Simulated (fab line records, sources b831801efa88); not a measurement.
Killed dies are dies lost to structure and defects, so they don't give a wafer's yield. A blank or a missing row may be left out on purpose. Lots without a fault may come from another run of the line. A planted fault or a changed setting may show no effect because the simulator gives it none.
Chamber matching | flow gf180mcu | GF_STI_ETCH_14 on rie_si-01: 4 sister chambers
The step etches Si in HBr/Cl2/O2, target depth 360 nm, time 102.9 s. 4 wafers are shown with their chamber, then 9 later ones without.

WAFERS WITH THEIR CHAMBER
wafer  | chamber | drypump_motor_current_A (A)
L304.5 | 1       | 5.2
L306.2 | 2       | 6.6
L306.3 | 0       | 5.2
L306.4 | 3       | 5.6

WAFERS WITHOUT THEIR CHAMBER
wafer  | drypump_motor_current_A (A)
L307.2 | 5.6
L307.3 | 6.5
L307.5 | 6.5
L310.1 | 5.6
L310.3 | 6.5
L310.6 | 6.6
L318.1 | 6.6
L318.5 | 5.2
L318.6 | 5.3

WHICH CHAMBER EACH WENT THROUGH
wafer  | from the rows above     | in truth
L307.2 | 3                       | 3
L307.3 | 2                       | 2
L307.5 | 2                       | 2
L310.1 | 3                       | 3
L310.3 | 2                       | 2
L310.6 | 2                       | 2
L318.1 | 2                       | 2
L318.5 | can't be placed: 0 or 1 | 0
L318.6 | can't be placed: 0 or 1 | 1
Placed correctly: 7 of 9. Can't be placed from these rows: 2 (the true chamber is among the candidates in 2). Placed wrongly: 0.
How it was worked out, from the rows above alone: a wafer's distance from a chamber is the root of the sum, over the readings, of the square of ((its reading less the chamber's mean) divided by the reading's scatter). The wafer belongs to the nearest chamber; if the next one is less than 2 further off, it can't be placed. A chamber's mean is the mean of its shown wafers. The scatter: with one shown wafer a chamber, the root of the mean of the squares of how far each hidden wafer lies from its nearest shown one.
